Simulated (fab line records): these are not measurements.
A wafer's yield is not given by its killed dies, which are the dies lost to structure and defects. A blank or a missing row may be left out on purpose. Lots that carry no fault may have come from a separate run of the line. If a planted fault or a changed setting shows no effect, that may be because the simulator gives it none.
Struck lot and sound lot, side by side    flow sky130    16 out of 708 route steps
Sound: these wafers, L481.2, L481.3, L481.5. Struck: wafers L492.2, L492.4, L492.5. The cause is given at the end.
Per side, at each step with rows, come the tool, then ch with its chambers, and then its first start. Under that, the readings that differ: sound wafers    struck wafers    difference of the means    sigmas: that difference in standard deviations of wafers without a fault.
alike: readings whose means differ by less than 2 such deviations, and words and numbers that are the same on both sides. not compared: withheld readings, readings that some wafer has no value for, bounds like >300 that may hide the same value, and numbers for which the record gives no deviation and whose values overlap.
Wherever a step has rows on one side only, a row that says differs or no value, or a row with sigmas, the two part there. Numbers that don't overlap but have no deviation are shown without sigmas and don't part them. Lack of a reading on every wafer of one side parts them only where that side has two or more wafers.

SKY_POLY_GATE_THK_MEAS_04:
  sound: film_metro-02 at day 18 18:05; struck: film_metro-01 at day 22 06:56
  alike: POLY_GATE_CVD_03_THK
then, 8 steps without rows for these wafers: SKY_POLY_GATE_DEHYDRATE_05 (time 60 s); SKY_POLY_GATE_HMDS_06 (prime time 60 s); SKY_POLY_GATE_COAT_07 (resist thk 110 nm); SKY_POLY_GATE_COAT_08 (resist thk 450 nm); SKY_POLY_GATE_SOFTBAKE_09 (time 90 s); SKY_POLY_GATE_EXPOSE_10 (exposes mask P1M, target cd 150 nm); SKY_POLY_GATE_PEB_11; SKY_POLY_GATE_DEVELOP_12 (develop time 60 s).
SKY_POLY_GATE_CD_MEAS_13 targets a cd of 150 nm.
  sound: cd_sem-02 at day 20 00:46; struck: cd_sem-01 at day 23 13:39
  alike: cd_nm
SKY_POLY_GATE_OVL_MEAS_14:
  sound: overlay-02 at day 20 00:52; struck: overlay-02 at day 23 13:46
  alike: POLY_GATE_OVL
SKY_POLY_GATE_ETCH_15: etches BARC in N2/H2, stops on SiO2, time 118.5 s, target depth 110 nm.
  sound on rie_diel-04 ch 0,1,3, day 20 00:54; struck on rie_diel-04 ch 2,3, day 23 13:47
  alike: drypump_motor_current_A, h2_flow_sccm, oes_product_au, rf_fwd_power_W, throttle_valve_pct
  not compared: rf_hours_counter_h
SKY_POLY_GATE_ETCH_16: etches Si3N4 in CH3F/O2, stops on poly-Si, time 147.5 s, target depth 75 nm.
  sound on rie_diel-04 ch 0,1,3, day 20 00:59; struck on rie_diel-04 ch 2,3, day 23 13:52
reading                                           sound              struck             difference  sigmas
rf_fwd_power_W (W)                                396.3 401.8 397.3  334.7 333.1 331.5  -65.4       -47
model.KrF-thick_of_POLY_GATE_COAT_08.thk_nm (nm)  231 234 232.1      238.6 238.6 237.4  +5.8        
  alike: drypump_motor_current_A, oes_product_au, throttle_valve_pct
  not compared: rf_hours_counter_h
SKY_POLY_GATE_ETCH_17: etches poly-Si in HBr/Cl2, stops on SiO2, target depth 180 nm, time 70.5 s.
  sound on rie_si-02 ch 1,2, day 20 01:05; struck on rie_si-01 ch 1,2, day 23 13:58
reading                                           sound              struck           difference  sigmas
model.KrF-thick_of_POLY_GATE_COAT_08.thk_nm (nm)  137.7 140.1 137.2  143.5 143 142.6  +4.7        
  alike: drypump_motor_current_A, oes_product_au, rf_fwd_power_W, throttle_valve_pct
  not compared: rf_hours_counter_h
SKY_POLY_GATE_STRIP_18: strips in O2/N2.
  sound on plasma_asher-01 ch 0,1, day 20 01:08; struck on plasma_asher-01 ch 0,1, day 23 14:02
  alike: drypump_motor_current_A, oes_product_au, strip_time_to_endpoint_s
  not compared: rf_hours_counter_h
-- here the record skips 27 days between the struck wafers' starts before and after, leaving off in module POLY_GATE and picking up in module PAD_OPEN (first step shown: number 708 of the route) --
SKY_PAD_OPEN_PROBE_99:
  sound: prober-01 at day 48 02:28; struck: prober-02 at day 50 09:31
  alike: killed_at_M0_to_M3, killed_at_M4_up, killed_at_contacts, killed_at_front_end, killed_at_other, killed_dies, killed_open, killed_short

== WHERE THEY PART ==
Only at SKY_POLY_GATE_ETCH_16, as far as this record shows. Later steps at which nothing parts them and some readings are alike: SKY_POLY_GATE_ETCH_17, SKY_POLY_GATE_STRIP_18, SKY_PAD_OPEN_PROBE_99.

WHY: whatever the simulator had introduced
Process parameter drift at SKY_POLY_GATE_ETCH_16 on rie_diel-04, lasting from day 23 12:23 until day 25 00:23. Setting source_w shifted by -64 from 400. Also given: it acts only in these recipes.
